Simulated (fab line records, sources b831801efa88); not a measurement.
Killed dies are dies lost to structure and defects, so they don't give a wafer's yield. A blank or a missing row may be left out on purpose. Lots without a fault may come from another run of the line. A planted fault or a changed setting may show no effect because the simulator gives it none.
A struck lot beside a sound one | flow gf180mcu | 43 steps out of a route of 602
Sound: wafers L851.1, L851.2, L851.5. Struck: wafers L864.2, L864.3, L864.5. The cause comes at the end.
At each step with rows: each side's tool, then ch and its chambers, then its first start. Under that, the readings that differ: sound wafers | struck wafers | difference of the means | sigmas: that difference in standard deviations of wafers without a fault.
alike: readings whose means differ by less than 2 such deviations, and words and numbers that are the same on both sides. not compared: withheld readings, readings that some wafer has no value for, bounds like >300 that may hide the same value, and numbers for which the record gives no deviation and whose values overlap.
The two part at a step that has a row with sigmas, a row that says differs or no value, or rows on one side only. Numbers that don't overlap but have no deviation are shown without sigmas and don't part them. A reading that every wafer of one side lacks parts them only if that side has two wafers or more.

first, 5 steps without rows for these wafers: GF_STI_WET_ETCH_17 (etches Si3N4 in H3PO4, target depth 45 nm, time 514 s); GF_STI_CLEAN_18 (cleans in SC1/SC2, time 150 s); GF_STI_CLEAN_19 (cleans in dHF, time 20 s); GF_STI_WET_ETCH_20 (etches SiO2 in dHF, target depth 20 nm, time 400 s); GF_STI_OXIDATION_21 (stabilise 600 s, purge 300 s, target thk 15 nm).
GF_STI_THK_MEAS_22:
  sound on film_metro-03, day 3 06:05; struck on film_metro-03, day 6 01:59
  alike: STI_OXIDATION_01_THK
then, 1 step without rows for these wafers: GF_STI_CVD_23 (deposits SiO2, target thk 650 nm, time 108.3 s).
GF_STI_THK_MEAS_24:
  sound on film_metro-01, day 3 06:13; struck on film_metro-01, day 6 02:07
  alike: STI_CVD_23_THK
GF_STI_CMP_25: polishes, stops on Si3N4, t overpolish 33 s, target thk 524.6 nm.
  sound on cmp-01 ch 2,3, day 3 06:16; struck on cmp-02 ch 0,2,3, day 6 02:13
  alike: motor_current_A, overpolish_run_s, time_to_endpoint_s
then, 3 steps without rows for these wafers: GF_STI_WET_ETCH_26 (etches SiO2 in dHF, target depth 94 nm, time 188 s); GF_STI_WET_ETCH_27 (etches Si3N4 in H3PO4, target depth 160 nm, time 1825 s); GF_STI_WET_ETCH_28 (etches SiO2 in dHF, target depth 20 nm, time 40 s).
GF_STI_OXIDATION_29: stabilise 600 s, purge 300 s, target thk 10 nm.
  sound on furnace-01 ch 0, day 3 07:58; struck on furnace-01 ch 0, day 6 03:07
  alike: spike_tc_bottom_C, zone_power_lower_pct
GF_STI_THK_MEAS_30:
  sound on film_metro-02, day 3 09:21; struck on film_metro-01, day 6 04:34
  alike: STI_OXIDATION_02_THK
then, 8 steps without rows for these wafers: GF_DNWELL_DEHYDRATE_00 (time 60 s); GF_DNWELL_HMDS_01 (prime time 60 s); GF_DNWELL_COAT_02 (resist thk 3000 nm); GF_DNWELL_SOFTBAKE_03; GF_DNWELL_EXPOSE_04 (exposes mask DNWELL, target cd 1700 nm); GF_DNWELL_PEB_05; GF_DNWELL_DEVELOP_06 (develop time 60 s); GF_DNWELL_IMPLANT_07.
GF_DNWELL_STRIP_08: strips in O2/N2.
  sound on plasma_asher-01 ch 0,1, day 3 22:44; struck on plasma_asher-01 ch 0, day 6 19:20
  reading                        | sound                | struck               | difference | sigmas
  chamber_pressure_mTorr (mTorr) | 1498.8 1503.8 1500.3 | 1498.4 1499.5 1497.1 | -2.6       | -2
  alike: drypump_motor_current_A, heater_power_w, o2_flow_sccm, oes_product_au, strip_time_to_endpoint_s
  not compared: rf_hours_counter_h
GF_DNWELL_TW_MEAS_09:
  sound on film_metro-03, day 3 22:50; struck on film_metro-01, day 6 19:26
  alike: DNWELL_TW
then, 7 steps without rows for these wafers: GF_NWELL_DEHYDRATE_00 (time 60 s); GF_NWELL_HMDS_01 (prime time 60 s); GF_NWELL_COAT_02 (resist thk 3000 nm); GF_NWELL_SOFTBAKE_03; GF_NWELL_EXPOSE_04 (exposes mask Nwell, target cd 860 nm); GF_NWELL_PEB_05; GF_NWELL_DEVELOP_06 (develop time 60 s).
GF_NWELL_OVL_MEAS_07:
  sound on overlay-01, day 4 12:47; struck on overlay-01, day 7 10:41
  alike: NWELL_OVL
then, 2 steps without rows for these wafers: GF_NWELL_IMPLANT_08; GF_NWELL_IMPLANT_09.
GF_NWELL_STRIP_10: strips in O2/N2.
  sound on plasma_asher-03 ch 0,1, day 4 13:08; struck on plasma_asher-02 ch 0,1, day 7 11:01
  alike: chamber_pressure_mTorr, drypump_motor_current_A, heater_power_w, o2_flow_sccm, oes_product_au, strip_time_to_endpoint_s
  not compared: rf_hours_counter_h
GF_NWELL_TW_MEAS_11:
  sound on film_metro-02, day 4 13:14; struck on film_metro-03, day 7 11:08
  alike: NWELL_TW
then, 6 steps without rows for these wafers: GF_LVPWELL_DEHYDRATE_00 (time 60 s); GF_LVPWELL_HMDS_01 (prime time 60 s); GF_LVPWELL_COAT_02 (resist thk 3000 nm); GF_LVPWELL_SOFTBAKE_03; GF_LVPWELL_EXPOSE_04 (exposes mask LVPWELL, target cd 600 nm); GF_LVPWELL_PEB_05.
-- the record jumps here: 26 days lie between the struck wafers' starts before and after (it left off in module LVPWELL and takes up again in module PASSIVATION, whose first step shown is number 602 of the route) --
GF_PASSIVATION_PROBE_99:
  the record has rows for the struck wafers here (prober-01, day 33 21:52) and none for the sound ones

WHERE THEY PART
First at GF_DNWELL_STRIP_08; last, within this record, at GF_PASSIVATION_PROBE_99.

WHY: what the simulator had put in
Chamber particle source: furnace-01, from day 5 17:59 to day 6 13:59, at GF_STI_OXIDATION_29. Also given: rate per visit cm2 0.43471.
